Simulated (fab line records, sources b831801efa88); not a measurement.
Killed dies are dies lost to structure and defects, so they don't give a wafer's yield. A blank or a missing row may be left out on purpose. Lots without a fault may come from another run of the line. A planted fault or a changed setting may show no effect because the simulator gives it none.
fab line records | flow sky130
record lots=5 wafers=15 last_day=50
route steps=708 shown VIA2@527 METAL3@532 CAPM@537 PAD_OPEN@708
lots that met no fault: from a run of the same line without faults
start_h: hours from the record's first day to the start of the lot's first wafer shown | wait_h: hours since the lot's step before | " the same as in the row above | L1.1+2: a row that stands for several wafers | - no value, or no start given | * or withheld: withheld | < > ~ a bound
route shown NAME@n: a module of which the file shows steps, and the number in the route of the first | usual: mean/standard deviation of fault-free wafers | same: alike in all rows | chamber/n: place in a boat | sites: the reading at each site | _std_site: their standard deviation | _edge_site: outer sites' mean less inner sites' | radius_mm: how far each site lies from the wafer's centre | mask NAME#n: copy n | behind: the tool/chamber that last shaped the wafer | hold: why the lot was held/for how many hours/how that ended | device: the transistor (n, p or np) that didn't switch | end of line: the same wafers' tests at the end of the route | a step without rows: its recipe alone | killed: dies lost to structure and defects at the first sort, not the wafer's yield | map: a wafer's dies, x killed, . not, _ none there
set.NAME: the setting as run; set.NAME@STEP: as run at that earlier step | model.NAME: the simulator's own value behind a step, which no gauge read
lots at some steps of the route; a table a step, a row a wafer
services: from which hour (start_h, from the record's first day; less than 0 if before it) a tool's chamber was out of use, for how many hours, and why
## steps
# step SKY_VIA2_SPUTTER_20
# recipe material=TiN target_thk_nm=20 chamber_pressure_pa=5 power_w=4000 time_s=80
# usual throttle_valve_pct=29.7/0.7
# columns lot.wafer tool chamber start_h wait_h throttle_valve_pct
L331.2 pvd_sputter-01 - 898.99 0.0 30.0
L331.4 " - " " 31.2
L331.5 " - " " 29.8
L335.3 pvd_sputter-02 - 932.86 0.0 30.6
L335.4 " - " " 30.0
L335.6 " - " " 29.9
L341.1 pvd_sputter-02 - 973.78 0.0 30.1
L341.3 " - " " 29.3
L341.4 " - " " 30.5
L346.1 pvd_sputter-04 - 997.39 0.0 28.4
L346.2 " - " " 28.8
L346.5 " - " " 28.7
L349.3 pvd_sputter-02 - 1014.18 0.0 30.7
L349.4 " - " " 30.0
L349.5 " - " " 30.0
# step SKY_VIA2_CVD_21
# recipe material=W target_thk_nm=420 time_s=126.4 temp_c=400 pressure_torr=40
# usual heater_power_w=802/34
# columns lot.wafer tool chamber start_h wait_h heater_power_w since_wet_clean_h
L331.2 cvd_w-01 1 899.05 0.0 805 995
L331.4 " 0 " " 768 -
L331.5 " 1 " " 817 -
L335.3 cvd_w-02 1 932.97 0.1 809 -
L335.4 " 0 " " 832 -
L335.6 " 1 " " 832 -
L341.1 cvd_w-01 0 973.85 0.0 745 56
L341.3 " 1 " " 779 -
L341.4 " 0 " " 763 -
L346.1 cvd_w-02 1 997.45 0.0 848 593
L346.2 " 0 " " 816 593
L346.5 " 1 " " 821 -
L349.3 cvd_w-01 0 1014.29 0.1 763 -
L349.4 " 1 " " 803 -
L349.5 " 0 " " 753 -
# step SKY_VIA2_RS_MEAS_22
# recipe thk_meas_gauge=four-point-probe reads=W_of_VIA2_CVD_21+TiN_of_VIA2_SPUTTER_20
# usual VIA2_W_RS=0.2729/0.0028
# columns lot.wafer tool chamber start_h wait_h VIA2_W_RS[ohm/sq]
L331.2 film_metro-04 - 899.20 0.1 0.2700
L331.4 " - " " 0.2725
L331.5 " - " " 0.2668
L335.3 film_metro-04 - 933.09 0.1 0.2697
L335.4 " - " " 0.2751
L335.6 " - " " 0.2727
L341.1 film_metro-01 - 973.98 0.1 0.2726
L341.3 " - " " 0.2755
L341.4 " - " " 0.2714
L346.1 film_metro-02 - 997.59 0.1 0.2733
L346.2 " - " " 0.2729
L346.5 " - " " 0.2731
L349.3 film_metro-02 - 1014.41 0.1 0.2701
L349.4 " - " " 0.2747
L349.5 " - " " 0.2699
# step SKY_VIA2_THK_MEAS_23
# recipe thk_meas_gauge=xrf reads=W_of_VIA2_CVD_21
# usual VIA2_W_THK=413/5.1
# columns lot.wafer tool chamber start_h wait_h VIA2_W_THK[nm]
L331.2 film_metro-04 - 899.31 0.1 417
L331.4 " - " " 416
L331.5 " - " " 423
L335.3 film_metro-04 - 933.19 0.1 417
L335.4 " - " " 408
L335.6 " - " " 410
L341.1 film_metro-01 - 974.10 0.1 408
L341.3 " - " " 405
L341.4 " - " " 412
L346.1 film_metro-02 - 997.71 0.1 412
L346.2 " - " " 411
L346.5 " - " " 413
L349.3 film_metro-02 - 1014.51 0.1 422
L349.4 " - " " 409
L349.5 " - " " 420
# step SKY_VIA2_CMP_24
# recipe stop_on=SiO2 t_overpolish_s=20 down_force_psi=3.5 platen_rpm=60 target_thk_nm=0 pad_velocity_m_s=0.94248
# step SKY_METAL3_SPUTTER_00
# recipe material=Ti target_thk_nm=15 power_w=3000 time_s=10 chamber_pressure_pa=0.4
# step SKY_METAL3_SPUTTER_01
# recipe material=TiN target_thk_nm=20 power_w=6500 time_s=16.7 chamber_pressure_pa=0.4
# step SKY_METAL3_SPUTTER_02
# recipe material=AlCu target_thk_nm=735 power_w=10600 time_s=39.1 chamber_pressure_pa=0.4
# step SKY_METAL3_SPUTTER_03
# recipe material=Ti target_thk_nm=5 power_w=3000 time_s=3.3 chamber_pressure_pa=0.4
# usual throttle_valve_pct=30.0/0.67
# columns lot.wafer tool chamber start_h wait_h throttle_valve_pct
L331.2 pvd_sputter-03 - 899.75 0.0 30.5
L331.4 " - " " 30.7
L331.5 " - " " 30.6
L335.3 pvd_sputter-01 - 933.62 0.0 29.2
L335.4 " - " " 29.7
L335.6 " - " " 29.4
L341.1 pvd_sputter-01 - 974.76 0.0 29.6
L341.3 " - " " 29.6
L341.4 " - " " 29.1
L346.1 pvd_sputter-02 - 998.15 0.0 30.3
L346.2 " - " " 29.8
L346.5 " - " " 29.2
L349.3 pvd_sputter-01 - 1014.94 0.0 31.0
L349.4 " - " " 29.1
L349.5 " - " " 29.3
# step SKY_METAL3_SPUTTER_04
# recipe material=TiN target_thk_nm=70 power_w=6500 time_s=58.3 chamber_pressure_pa=0.4
# step SKY_CAPM_CVD_00
# recipe material=SiO2 target_thk_nm=15.5 temp_c=400 time_s=withheld rf_w=450
# usual heater_power_w=711/82
# columns lot.wafer tool chamber start_h wait_h heater_power_w
L331.2 pecvd-01 0 899.81 0.0 732
L331.4 " 2 " " 502
L331.5 " 1 " " 735
L335.3 pecvd-04 0 933.69 0.0 783
L335.4 " 2 " " 791
L335.6 " 1 " " 629
L341.1 pecvd-01 1 974.83 0.0 697
L341.3 " 2 " " 633
L341.4 " 1 " " 698
L346.1 pecvd-04 2 998.22 0.0 726
L346.2 " 1 " " 745
L346.5 " 1 " " 735
L349.3 pecvd-03 1 1015.01 0.0 709
L349.4 " 2 " " 913
L349.5 " 1 " " 747
# step SKY_CAPM_THK_MEAS_01
# recipe reads=SiO2_of_CAPM_CVD_00
# usual CAPM_CVD_00_THK=15.51/0.27
# columns lot.wafer tool chamber start_h wait_h CAPM_CVD_00_THK[nm]
L331.2 film_metro-02 - 899.85 - 15.41
L331.4 " - " " 15.53
L331.5 " - " " 15.59
L335.3 film_metro-01 - 933.73 - 15.69
L335.4 " - " " 15.58
L335.6 " - " " 15.78
L341.1 film_metro-03 - 974.85 - 15.77
L341.3 " - " " 15.38
L341.4 " - " " 15.98
L346.1 film_metro-01 - 998.24 - 15.36
L346.2 " - " " 15.50
L346.5 " - " " 16.09
L349.3 film_metro-02 - 1015.05 - 15.04
L349.4 " - " " 15.68
L349.5 " - " " 15.33
# step SKY_CAPM_SPUTTER_02
# recipe material=TiN target_thk_nm=200 temp_c=300 power_w=6500 time_s=166.7 chamber_pressure_pa=0.4
# usual throttle_valve_pct=29.4/0.64
# columns lot.wafer tool chamber start_h wait_h throttle_valve_pct model.TiN_of_CAPM_SPUTTER_02.thk_nm
L331.2 pvd_sputter-04 - 899.90 0.0 29.7 200.3
L331.4 " - " " 28.4 198.3
L331.5 " - " " 29.5 201.3
L335.3 pvd_sputter-04 - 933.77 0.0 28.5 195.5
L335.4 " - " " 29.6 197.3
L335.6 " - " " 29.5 197.1
L341.1 pvd_sputter-04 - 974.91 0.1 29.1 204.3
L341.3 " - " " 29.6 205.3
L341.4 " - " " 28.5 202.9
L346.1 pvd_sputter-01 - 998.30 0.1 29.9 203
L346.2 " - " " 31.1 203.3
L346.5 " - " " 29.4 202.7
L349.3 pvd_sputter-03 - 1015.09 0.0 30.9 201.5
L349.4 " - " " 30.7 198.3
L349.5 " - " " 29.9 199.9
# step SKY_CAPM_RS_MEAS_03
# recipe thk_meas_gauge=four-point-probe reads=TiN_of_CAPM_SPUTTER_02
# usual CAPM_TIN_RS=6.92/0.075
# columns lot.wafer tool chamber start_h wait_h CAPM_TIN_RS[ohm/sq]
L331.2 film_metro-03 - 900.03 0.1 6.89
L331.4 " - " " 6.97
L331.5 " - " " 6.85
L335.3 film_metro-03 - 933.92 0.1 7.06
L335.4 " - " " 6.98
L335.6 " - " " 7.00
L341.1 film_metro-01 - 975.02 0.1 6.76
L341.3 " - " " 6.72
L341.4 " - " " 6.81
L346.1 film_metro-03 - 998.41 0.1 6.79
L346.2 " - " " 6.79
L346.5 " - " " 6.81
L349.3 film_metro-03 - 1015.24 0.1 6.86
L349.4 " - " " 6.97
L349.5 " - " " 6.92
# step SKY_CAPM_THK_MEAS_04
# recipe thk_meas_gauge=xrf reads=TiN_of_CAPM_SPUTTER_02
# usual CAPM_TIN_THK=197.1/2.3
# columns lot.wafer tool chamber start_h wait_h CAPM_TIN_THK[nm]
L331.2 film_metro-03 - 900.14 0.1 197.7
L331.4 " - " " 196.5
L331.5 " - " " 199.1
L335.3 film_metro-03 - 934.02 0.1 193.6
L335.4 " - " " 195.8
L335.6 " - " " 195.5
L341.1 film_metro-01 - 975.14 0.1 201.3
L341.3 " - " " 200.9
L341.4 " - " " 199.6
L346.1 film_metro-03 - 998.53 0.1 200.5
L346.2 " - " " 200.9
L346.5 " - " " 200.9
L349.3 film_metro-03 - 1015.34 0.1 199.6
L349.4 " - " " 196.8
L349.5 " - " " 198.4
# step SKY_CAPM_DEHYDRATE_05
# recipe temp_c=200 time_s=60
# step SKY_CAPM_HMDS_06
# recipe prime_time_s=60 prime_temp_c=120
# step SKY_CAPM_COAT_07
# recipe resist=NOVOLAK spin_rpm=3000 resist_thk_nm=1140
# step SKY_CAPM_SOFTBAKE_08
# recipe temp_c=90 time_s=60 resist=NOVOLAK
# step SKY_CAPM_EXPOSE_09
# recipe mask_id=CAPM na=0.6 source_shape=conventional sigma_outer=0.6 polarization=unpolarized target_cd_nm=1000 dose_mj=159
# step SKY_CAPM_PEB_10
# recipe temp_c=withheld time_s=* resist=NOVOLAK
# step SKY_CAPM_DEVELOP_11
# recipe resist=NOVOLAK developer=TMAH develop_time_s=60 dev_temp_c=23
# step SKY_CAPM_OVL_MEAS_12
# usual CAPM_OVL=0.3/2.1
# columns lot.wafer tool chamber start_h wait_h CAPM_OVL[nm]
L331.2 overlay-01 - 924.99 0.1 3.6
L331.4 " - " " 4.3
L331.5 " - " " 3.5
L335.3 overlay-01 - 958.30 0.1 -1.4
L335.4 " - " " -1.3
L335.6 " - " " -0.4
L341.1 overlay-02 - 998.72 0.1 3.8
L341.3 " - " " 5.0
L341.4 " - " " 4.4
L346.1 overlay-02 - 1022.33 0.1 -2.1
L346.2 " - " " -1.6
L346.5 " - " " -3.2
L349.3 overlay-02 - 1036.85 0.1 3.4
L349.4 " - " " 2.9
L349.5 " - " " 3.0
# step SKY_CAPM_METAL_ETCH_13
# recipe target_depth_nm=220 stop_on=SiO2 chemistry=Cl2/BCl3 target=TiN pressure_mtorr=10 icp_w=929.1 bias_w=48.5 Cl2_flow_sccm=60 bcl3_flow_sccm=30 time_s=62.9
# usual drypump_motor_current_A=5.35/0.23 oes_product_au=0.940/0.008 throttle_valve_pct=21.902/0.0094
# columns lot.wafer tool chamber start_h wait_h drypump_motor_current_A oes_product_au rf_hours_counter_h throttle_valve_pct model.etch.depth_nm model.CAPM.feature_depth_nm
L331.2 rie_metal-01 1 925.02 0.0 5.08 0.943 9 21.905 200.3 200.9
L331.4 " 1 " " 5.08 0.944 - 21.897 198.3 198.9
L331.5 " 1 " " 5.08 0.938 - 21.898 201.3 201.9
L335.3 rie_metal-01 1 958.37 0.1 5.08 0.921 - 21.895 195.5 196.1
L335.4 " 1 " " 5.08 0.939 - 21.908 197.3 197.9
L335.6 " 1 " " 5.08 0.936 - 21.903 197.1 197.7
L341.1 rie_metal-01 1 998.75 0.0 5.08 0.956 14 21.907 204.3 204.9
L341.3 " 0 " " 5.19 0.957 - 21.875 205.3 205.9
L341.4 " 1 " " 5.07 0.946 - 21.883 202.9 203.5
L346.1 rie_metal-01 0 1022.37 0.0 5.21 0.944 3 21.884 203 203.6
L346.2 " 1 " " 5.08 0.951 15 21.890 203.3 203.9
L346.5 " 1 " " 5.10 0.949 - 21.914 202.7 203.3
L349.3 rie_metal-04 0 1036.90 0.0 5.41 0.945 - 21.902 201.5 202
L349.4 " 1 " " 5.65 0.935 - 21.896 198.3 198.9
L349.5 " 0 " " 5.40 0.948 - 21.901 199.9 200.5
# step SKY_CAPM_STRIP_14
# recipe chemistry=O2/N2 power_w=1400 pressure_mtorr=1500 platen_temp_c=withheld o2_flow_sccm=3000 n2_flow_sccm=300 overash_fraction=0.5
# step SKY_CAPM_STRIP_15
# recipe chemistry=post_etch_residue_remover time_s=1200 temp_c=72.5
# step SKY_CAPM_CLEAN_16
# recipe chemistry=IPA time_s=180 temp_c=25
# step SKY_CAPM_CLEAN_17
# recipe chemistry=O3/DIW dry=n2_spin
# step SKY_METAL3_DEHYDRATE_05
# recipe temp_c=200 time_s=60
# step SKY_METAL3_HMDS_06
# recipe prime_time_s=60 prime_temp_c=120
# step SKY_METAL3_COAT_07
# recipe resist=BARC temp_c=withheld time_s=withheld spin_rpm=3000 resist_thk_nm=60
# step SKY_METAL3_COAT_08
# recipe resist=KrF-thick spin_rpm=3000 resist_thk_nm=1130
# step SKY_METAL3_SOFTBAKE_09
# recipe temp_c=100 time_s=90 resist=KrF-thick
# step SKY_METAL3_EXPOSE_10
# recipe mask_id=MM3 na=0.68 source_shape=annular sigma_inner=0.4 sigma_outer=0.8 target_cd_nm=300 dose_mj=28
# step SKY_METAL3_PEB_11
# recipe peb_temp_c=withheld peb_time_s=withheld resist=KrF-thick
# step SKY_METAL3_DEVELOP_12
# recipe develop_time_s=60 resist=KrF-thick dev_temp_c=21
# step SKY_METAL3_CD_MEAS_13
# recipe target_cd_nm=300
# usual cd_nm=300.2/1.1
# columns lot.wafer tool chamber start_h wait_h cd_nm
L331.2 cd_sem-02 - 950.84 - 302.1
L331.4 " - " " 300.6
L331.5 " - " " 300.8
L335.3 cd_sem-01 - 983.12 - 302.0
L335.4 " - " " 299.9
L335.6 " - " " 301.1
L341.1 cd_sem-02 - 1023.33 - 300.9
L341.3 " - " " 300.4
L341.4 " - " " 299.3
L346.1 cd_sem-01 - 1046.12 - 299.9
L346.2 " - " " 300.0
L346.5 " - " " 299.7
L349.3 cd_sem-02 - 1059.76 - 300.3
L349.4 " - " " 300.6
L349.5 " - " " 300.9
# step SKY_METAL3_OVL_MEAS_14
# usual METAL3_OVL=3/5.2
# columns lot.wafer tool chamber start_h wait_h METAL3_OVL[nm]
L331.2 overlay-02 - 950.94 0.1 8
L331.4 " - " " 6
L331.5 " - " " 7
L335.3 overlay-02 - 983.22 0.1 -4
L335.4 " - " " -4
L335.6 " - " " -1
L341.1 overlay-01 - 1023.45 0.1 -5
L341.3 " - " " 1
L341.4 " - " " -11
L346.1 overlay-02 - 1046.24 0.1 0
L346.2 " - " " -3
L346.5 " - " " 2
L349.3 overlay-02 - 1059.85 0.1 8
L349.4 " - " " 9
L349.5 " - " " 2
# step SKY_METAL3_DESCUM_15
# recipe chemistry=O2 source_power_w=150 bias_power_w=0 pressure_mtorr=10 temp_c=40 time_s=8
# usual drypump_motor_current_A=5.5/0.39 oes_product_au=0.998/0.015
# columns lot.wafer tool chamber start_h wait_h drypump_motor_current_A oes_product_au rf_hours_counter_h
L331.2 rie_metal-03 0 950.97 0.0 5.2 0.976 9
L331.4 " 1 " " 5.7 0.984 -
L331.5 " 1 " " 5.7 0.985 -
L335.3 rie_metal-01 0 983.25 0.0 5.2 1.003 -
L335.4 " 1 " " 5.1 1.021 -
L335.6 " 0 " " 5.2 0.994 -
L341.1 rie_metal-03 1 1023.49 0.0 5.7 1.003 15
L341.3 " 0 " " 5.2 0.985 -
L341.4 " 1 " " 5.7 1.007 -
L346.1 rie_metal-03 0 1046.27 0.0 5.2 0.992 15
L346.2 " 1 " " 5.7 0.995 16
L346.5 " 1 " " 5.7 1.007 -
L349.3 rie_metal-01 1 1059.89 0.0 5.1 1.028 -
L349.4 " 0 " " 5.2 1.009 -
L349.5 " 1 " " 5.1 1.022 -
# step SKY_METAL3_ETCH_16
# recipe chemistry=N2/H2 target=BARC ion_energy_ev=200 bias_w=100 pressure_mtorr=30 n2_flow_sccm=100 h2_flow_sccm=200 icp_w=500 stop_on=SiO2 time_s=88.2 target_depth_a=600
# step SKY_METAL3_ETCH_17
# recipe target=SiO2 stop_on=TiN chemistry=C4F8/O2/Ar source_w=1500 bias_w=1200 pressure_mtorr=40 c4f8_flow_sccm=withheld O2_flow_sccm=6 Ar_flow_sccm=300 time_s=3.9 target_depth_a=150
# step SKY_METAL3_METAL_ETCH_18
# recipe target_depth_a=8450 stop_on=SiO2 over_etch_frac=0.3 time_s=183.1 chemistry=Cl2/BCl3 resist_sidewall_deg=88 pressure_mtorr=10 icp_w=900 bias_w=48.5 Cl2_flow_sccm=60 bcl3_flow_sccm=30
# step SKY_METAL3_STRIP_20
# recipe chemistry=post_etch_residue_remover time_s=1200 temp_c=72.5
# columns lot.wafer tool chamber start_h wait_h model.TiN_of_CAPM_SPUTTER_02.thk_nm
L331.2 wet_bench-02 0 951.58 0.1 199.5
L331.4 " 0 " " 197.5
L331.5 " 0 " " 200.4
L335.3 wet_bench-01 2 983.67 0.0 194.7
L335.4 " 2 " " 196.5
L335.6 " 2 " " 196.2
L341.1 wet_bench-02 2 1023.92 0.1 203.4
L341.3 " 2 " " 204.4
L341.4 " 2 " " 202.1
L346.1 wet_bench-03 0 1046.70 0.1 202.2
L346.2 " 0 " " 202.5
L346.5 " 0 " " 201.9
L349.3 wet_bench-03 1 1060.30 0.0 200.6
L349.4 " 1 " " 197.5
L349.5 " 1 " " 199.1
# step SKY_PAD_OPEN_PROBE_99
# usual defect_limited_yield=82.3/2.1 killed_at_M0_to_M3=44/7.3 killed_at_M4_up=3.3/1.8 killed_at_contacts=24/5.3 killed_at_front_end=16/5 killed_at_other=0.2/0.51 killed_dies=87/10 killed_open=47/7.5 killed_short=40/6.3 sort_bin_3_pad_short=0.9/0.41 sort_bin_5_function=10.5/1.6 sort_bin_6_memory=6.3/1.2 sort_n_pass=405/10 sort_yield_pct=82.3/2.1
# same gross_dies=492 killed_at_back_side=0 sort_bin_4_leakage[%]=0 sort_bin_8_speed[%]=0
# columns lot.wafer tool chamber start_h wait_h defect_limited_yield[%] killed_at_M0_to_M3 killed_at_M4_up killed_at_contacts killed_at_front_end killed_at_other killed_dies killed_open killed_short sort_bin_3_pad_short[%] sort_bin_5_function[%] sort_bin_6_memory[%] sort_n_pass sort_yield_pct[%] model.etest.cap_mim.plate_ohm_sq
L331.2 prober-01 - 1119.40 0.1 82.3 41 3 21 22 0 87 46 41 1.0 9.6 7.1 405 82.3 6.026
L331.4 prober-01 - 1119.50 0.2 87.6 34 4 15 8 0 61 37 24 0.4 6.7 5.3 431 87.6 6.064
L331.5 prober-01 - 1119.55 0.2 81.7 43 7 28 12 0 90 42 48 1.2 10.0 7.1 402 81.7 5.896
L335.3 prober-01 - 1142.91 0.2 82.5 32 2 31 21 0 86 45 41 1.0 10.8 5.7 406 82.5 6.122
L335.4 prober-01 - 1142.96 0.2 80.3 46 0 32 19 0 97 54 43 1.6 10.6 7.5 395 80.3 6.078
L335.6 prober-01 - 1143.06 0.2 88.0 29 5 18 7 0 59 28 31 0.8 5.9 5.3 433 88.0 6.082
L341.1 prober-01 - 1175.22 0.1 84.8 36 5 22 12 0 75 32 43 0.4 10.4 4.5 417 84.8 5.851
L341.3 prober-01 - 1175.32 0.2 82.9 47 7 21 9 0 84 43 41 0.6 11.2 5.3 408 82.9 5.88
L341.4 prober-01 - 1175.37 0.2 82.5 48 2 26 10 0 86 52 34 0.4 11.0 6.1 406 82.5 5.881
L346.1 prober-02 - 1194.61 0.1 85.0 37 1 22 14 0 74 46 28 0.8 8.7 5.5 418 85.0 5.944
L346.2 prober-02 - 1194.66 0.1 79.7 44 2 30 24 0 100 53 47 1.0 11.4 7.9 392 79.7 5.848
L346.5 prober-02 - 1194.81 0.2 82.7 38 3 26 18 0 85 54 31 0.6 10.8 5.9 407 82.7 5.972
L349.3 prober-01 - 1202.85 0.2 79.5 53 9 21 18 0 101 55 46 1.4 11.8 7.3 391 79.5 5.922
L349.4 prober-01 - 1202.90 0.2 80.9 43 1 37 13 0 94 57 37 1.2 10.6 7.3 398 80.9 6.085
L349.5 prober-01 - 1202.95 0.2 81.5 51 2 18 19 1 91 47 44 0.4 10.8 7.3 401 81.5 6.017
# killed by level:class
L331.2 VIA1:geometric_particle:open=12 POLY_GATE:geometric_particle:short=8 VIA3:geometric_particle:open=8 METAL2:geometric_particle:short=7 LI_CONTACT:geometric_particle:open=6 CONTACT:geometric_particle:open=6 FIELD_ISO:geometric_particle:open=4 CONTACT:geometric_particle:short=4
L331.4 VIA1:geometric_particle:open=10 VIA3:geometric_particle:open=8 CONTACT:geometric_particle:open=5 METAL2:geometric_particle:short=5 FIELD_ISO:geometric_particle:short=4 LI_CONTACT:geometric_particle:open=4 CONTACT:geometric_particle:short=4 METAL1:geometric_particle:short=3
L331.5 CONTACT:geometric_particle:open=10 LI_CONTACT:geometric_particle:open=7 VIA1:geometric_particle:short=7 METAL1:geometric_particle:short=6 VIA1:geometric_particle:open=6 METAL2:geometric_particle:short=6 VIA2:geometric_particle:open=6 POLY_GATE:geometric_particle:short=5
L335.3 CONTACT:geometric_particle:open=10 CONTACT:geometric_particle:short=9 FIELD_ISO:geometric_particle:open=7 LI_CONTACT:geometric_particle:open=7 VIA1:geometric_particle:open=7 LOCAL_INTERCONNECT:geometric_particle:short=4 FIELD_ISO:geometric_particle:short=4 METAL1:geometric_particle:short=4
L335.4 VIA3:geometric_particle:open=10 CONTACT:geometric_particle:open=8 LI_CONTACT:geometric_particle:open=8 CONTACT:geometric_particle:short=8 VIA1:geometric_particle:open=7 VIA2:geometric_particle:open=6 FIELD_ISO:geometric_particle:open=5 METAL2:geometric_particle:short=5
L335.6 VIA1:geometric_particle:open=7 CONTACT:geometric_particle:short=6 VIA2:geometric_particle:open=5 LOCAL_INTERCONNECT:geometric_particle:short=4 METAL1:geometric_particle:short=4 LI_CONTACT:geometric_particle:open=3 CONTACT:geometric_particle:open=3 VIA3:geometric_particle:open=3
L341.1 METAL2:geometric_particle:short=10 CONTACT:geometric_particle:short=7 METAL1:geometric_particle:short=7 CONTACT:geometric_particle:open=6 LI_CONTACT:geometric_particle:open=5 VIA2:geometric_particle:open=5 VIA3:geometric_particle:open=5 FIELD_ISO:geometric_particle:short=3
L341.3 VIA1:geometric_particle:open=11 METAL1:geometric_particle:short=9 LI_CONTACT:geometric_particle:open=8 CONTACT:geometric_particle:open=8 VIA1:geometric_particle:short=7 VIA3:geometric_particle:open=7 METAL4:geometric_particle:short=5 FIELD_ISO:geometric_particle:short=4
L341.4 VIA1:geometric_particle:open=10 VIA3:geometric_particle:open=10 LI_CONTACT:geometric_particle:open=9 VIA1:geometric_particle:short=9 VIA2:geometric_particle:open=7 CONTACT:geometric_particle:open=5 POLY_GATE:geometric_particle:open=4 LI_CONTACT:geometric_particle:short=3
L346.1 CONTACT:geometric_particle:open=14 VIA1:geometric_particle:open=12 FIELD_ISO:geometric_particle:open=9 VIA2:geometric_particle:open=5 CONTACT:geometric_particle:short=4 METAL1:geometric_particle:short=4 METAL2:geometric_particle:short=4 VIA3:geometric_particle:open=3
L346.2 CONTACT:geometric_particle:open=10 VIA1:geometric_particle:short=8 LI_CONTACT:geometric_particle:open=8 POLY_GATE:geometric_particle:open=7 VIA1:geometric_particle:open=7 VIA3:geometric_particle:open=7 METAL2:geometric_particle:short=6 FIELD_ISO:geometric_particle:short=5
L346.5 VIA1:geometric_particle:open=14 CONTACT:geometric_particle:open=13 VIA2:geometric_particle:open=9 POLY_GATE:geometric_particle:open=7 METAL2:geometric_particle:short=7 FIELD_ISO:geometric_particle:short=5 LI_CONTACT:geometric_particle:open=4 LOCAL_INTERCONNECT:geometric_particle:short=4
L349.3 METAL1:geometric_particle:short=11 VIA1:geometric_particle:open=10 CONTACT:geometric_particle:open=8 VIA3:geometric_particle:open=8 LI_CONTACT:geometric_particle:open=7 FIELD_ISO:geometric_particle:short=6 VIA1:geometric_particle:short=6 VIA2:geometric_particle:open=6
L349.4 CONTACT:geometric_particle:open=20 METAL1:geometric_particle:short=13 VIA2:geometric_particle:open=9 VIA1:geometric_particle:open=7 LI_CONTACT:geometric_particle:open=6 FIELD_ISO:geometric_particle:open=5 LOCAL_INTERCONNECT:geometric_particle:short=5 CONTACT:geometric_particle:short=5
L349.5 METAL1:geometric_particle:short=12 CONTACT:geometric_particle:open=10 VIA3:geometric_particle:open=8 VIA1:geometric_particle:open=7 FIELD_ISO:geometric_particle:short=6 FIELD_ISO:geometric_particle:open=5 POLY_GATE:geometric_particle:short=5 VIA2:geometric_particle:open=5
## services
# columns tool chamber start_h hours kind
rie_metal-03 1 882.64 4.7 repair
cvd_w-02 - 885.24 2.8 pm
pvd_sputter-02 - 885.51 20.8 repair
rie_metal-03 - 888.46 4.3 repair
cvd_w-01 - 904.00 14.0 pm
pvd_sputter-03 - 907.85 36.5 repair
cvd_w-02 - 916.70 1.4 repair
cvd_w-01 - 932.55 1.4 repair
rie_metal-04 - 933.36 4.3 pm
pvd_sputter-01 1 933.69 - consumable_replace:kit
pvd_sputter-01 1 933.69 18.0 scheduled_down
rie_metal-01 0 936.57 - clean
rie_metal-01 0 936.57 26.3 scheduled_down
rie_metal-01 0 936.57 26.3 vent_cycle
rie_metal-04 - 947.51 1.5 repair
wet_bench-01 - 957.47 2.8 repair
pecvd-01 1 958.93 5.2 repair
rie_metal-04 - 974.93 2.8 pm
cvd_w-01 - 984.94 6.0 pm
pvd_sputter-01 - 996.94 1.3 repair
rie_metal-01 - 997.10 0.6 repair
wet_bench-03 - 1041.71 1.1 repair
pecvd-04 1 1047.64 3.6 repair
pecvd-03 - 1055.43 6.0 pm
## key
first_sign step=SKY_CAPM_RS_MEAS_03 reading=CAPM_TIN_RS direction=down sigmas=2.1 usual=6.92 struck=6.76
effect none on later readings
model_effect step=SKY_CAPM_SPUTTER_02 value=TiN_of_CAPM_SPUTTER_02.thk_nm without=197.3 struck=204.2
model_effect step=SKY_CAPM_METAL_ETCH_13 value=etch.depth_nm without=197.3 struck=204.2
model_effect step=SKY_METAL3_STRIP_20 value=TiN_of_CAPM_SPUTTER_02.thk_nm without=196.5 struck=203.3
model_effect step=SKY_PAD_OPEN_PROBE_99 value=etest.cap_mim.plate_ohm_sq without=6.073 struck=5.871
met_at SKY_CAPM_SPUTTER_02
struck_wafers L341.1,L341.3,L341.4
onset_between 933.77 974.91
also_fits SKY_CAPM_CVD_00:pecvd-01
fault kind=process_parameter_drift tool=pvd_sputter-04 chamber=- onset_h=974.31 steps=SKY_CAPM_SPUTTER_02 channel=time_s offset=* shape=step end_h=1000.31 acts_in=* stated=*
